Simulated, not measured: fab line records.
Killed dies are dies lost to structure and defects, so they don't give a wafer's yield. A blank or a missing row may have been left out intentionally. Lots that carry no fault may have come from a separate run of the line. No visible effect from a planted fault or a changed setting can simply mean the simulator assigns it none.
Split-lot study + flow gf180mcu + 23 wafers read from 5 lots, route of 602 steps

## ON THE SPLIT
At GF_CONTACT_CVD_00 (deposits SiO2, target thk 300 nm, time 50 s), the setting sih4-flow-sccm was moved away from the recipe's 60 sccm on 11 of the 23 wafers read, by -14.0% to +13.3%. The other wafers ran this setting at the recipe's value.

## FROM THE SPLIT TO THE READING: what the file shows between them, 4 steps
- GF_CONTACT_THK_MEAS_01
- GF_CONTACT_CMP_04: polishes SiO2 (also split here: leave-above-ref-nm)
- GF_CONTACT_DEHYDRATE_06: time 60 s
- GF_CONTACT_ETCH_16: etches BARC in N2/H2

## THE READING
oes-product-au, in a.u., at GF_CONTACT_ETCH_17 (etches SiO2 in C4F8/O2/Ar, stops on CoSi2, target depth 860 nm). A value of 0.814 a.u. with a standard deviation of 0.0046 a.u. is what fault-free wafers of this fab line usually give.

| wafer  | tool, chamber at the split | sih4-flow-sccm as run, sccm | against the recipe | oes-product-au, a.u. | against lot-mates on the recipe |
|--------|----------------------------|-----------------------------|--------------------|----------------------|---------------------------------|
| L074.1 | hdpcvd-01, 0               | 60                          | recipe             | 0.815                | -                               |
| L074.2 | hdpcvd-01, 2               | 52.58                       | -12.4%             | 0.806                | -0.007                          |
| L074.3 | hdpcvd-01, 1               | 52.58                       | -12.4%             | 0.797                | -0.016                          |
| L074.5 | hdpcvd-01, 0               | 60                          | recipe             | 0.812                | -                               |
| L074.6 | hdpcvd-01, 2               | 52.58                       | -12.4%             | 0.801                | -0.012                          |
| L076.1 | hdpcvd-01, 0               | 60                          | recipe             | 0.816                | -                               |
| L076.3 | hdpcvd-01, 1               | 60                          | recipe             | 0.816                | -                               |
| L076.6 | hdpcvd-01, 0               | 60                          | recipe             | 0.815                | -                               |
| L080.1 | hdpcvd-02, 1               | 51.58                       | -14.0%             | 0.803                | -0.014                          |
| L080.2 | hdpcvd-02, 0               | 60                          | recipe             | 0.810                | -                               |
| L080.3 | hdpcvd-02, 2               | 60                          | recipe             | 0.819                | -                               |
| L080.4 | hdpcvd-02, 0               | 51.58                       | -14.0%             | 0.807                | -0.010                          |
| L080.5 | hdpcvd-02, 1               | 60                          | recipe             | 0.821                | -                               |
| L082.1 | hdpcvd-01, 1               | 60                          | recipe             | 0.811                | -                               |
| L082.2 | hdpcvd-01, 0               | 60                          | recipe             | 0.816                | -                               |
| L082.3 | hdpcvd-01, 2               | 67.99                       | +13.3%             | 0.828                | +0.014                          |
| L082.4 | hdpcvd-01, 1               | 67.99                       | +13.3%             | 0.834                | +0.020                          |
| L082.6 | hdpcvd-01, 0               | 67.99                       | +13.3%             | 0.835                | +0.021                          |
| L083.1 | hdpcvd-02, 1               | 52.03                       | -13.3%             | 0.792                | -0.028                          |
| L083.3 | hdpcvd-02, 0               | 52.03                       | -13.3%             | 0.791                | -0.029                          |
| L083.4 | hdpcvd-02, 1               | 60                          | recipe             | 0.819                | -                               |
| L083.5 | hdpcvd-02, 2               | 52.03                       | -13.3%             | 0.777                | -0.043                          |
| L083.6 | hdpcvd-02, 0               | 60                          | recipe             | 0.821                | -                               |

FIT RESULTS
A straight line over all 23 wafers: oes-product-au changes by +0.00137 a.u. for each +1% of sih4-flow-sccm; r = +0.89; the points scatter about the line by 0.0065 a.u.
The same after taking each lot's own level away (the mean of its wafers on the recipe; 23 wafers): +0.00148 a.u. for each +1%; r = +0.88; scatter 0.0074 a.u.
On that fit, the largest move of sih4-flow-sccm shifts the reading by 0.021 a.u.
From 0.8135 to 0.8200 a.u.: that is the span of the lots' own levels, equal to 1.4 times the standard deviation above.
The two slopes are in agreement: the lot-to-lot level therefore moves the slope only a little.
Check: for one of the wafers moved furthest among these (-14.0%), held out of the fit, the line's prediction against its lot-mates is -0.0221 a.u. It came out at -0.0137 a.u. against them.

## ADDITIONAL SPLITS CARRIED BY THESE WAFERS
Before the reading, these wafers also passed through other splits. Each is held against what the fit with the lots' levels taken away leaves over:
| other split on the same wafers       | wafers away from the commonest value | r with oes-product-au (lot level and that fit taken away) |
|--------------------------------------|--------------------------------------|-----------------------------------------------------------|
| GF_PSD_DEVELOP_06 dev-temp-c         | 12                                   | -0.26                                                     |
| GF_SAB_CVD_00 time-s                 | 8                                    | -0.44                                                     |
| GF_SAB_DEVELOP_08 develop-time-s     | 10                                   | +0.61                                                     |
| GF_SALICIDE_SPUTTER_03 time-s        | 6                                    | -0.03                                                     |
| GF_CONTACT_CMP_04 leave-above-ref-nm | 5                                    | +0.67                                                     |

## THE WHOLE CHAIN: every reading that the file lists as answering this split, in the file's order
| step                   | what it does                                                   | reading                                                                        | change (the file's fit)                   | r (the file's) |
|------------------------|----------------------------------------------------------------|--------------------------------------------------------------------------------|-------------------------------------------|----------------|
| GF_CONTACT_CVD_00      | deposits SiO2, target thk 300 nm, time 50 s                    | SiO2_of_CONTACT_CVD_00.thk-nm (the simulator's own value, which no gauge read) | +3.05 nm for each +1% of the setting      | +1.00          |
| GF_CONTACT_THK_MEAS_01 |                                                                | CONTACT_CVD_00_THK                                                             | +3.05 for each +1% of the setting         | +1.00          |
| GF_CONTACT_ETCH_17     | etches SiO2 in C4F8/O2/Ar, stops on CoSi2, target depth 860 nm | oes-product-au                                                                 | +0.00144 a.u. for each +1% of the setting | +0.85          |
| GF_CONTACT_ETCH_17     | etches SiO2 in C4F8/O2/Ar, stops on CoSi2, target depth 860 nm | CONTACT.feature-depth-nm (the simulator's own value, which no gauge read)      | +2.89 nm for each +1% of the setting      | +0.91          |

## FILE'S OWN FIT
oes-product-au changes by +0.00144 a.u. for each +1% of sih4-flow-sccm, r = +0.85.
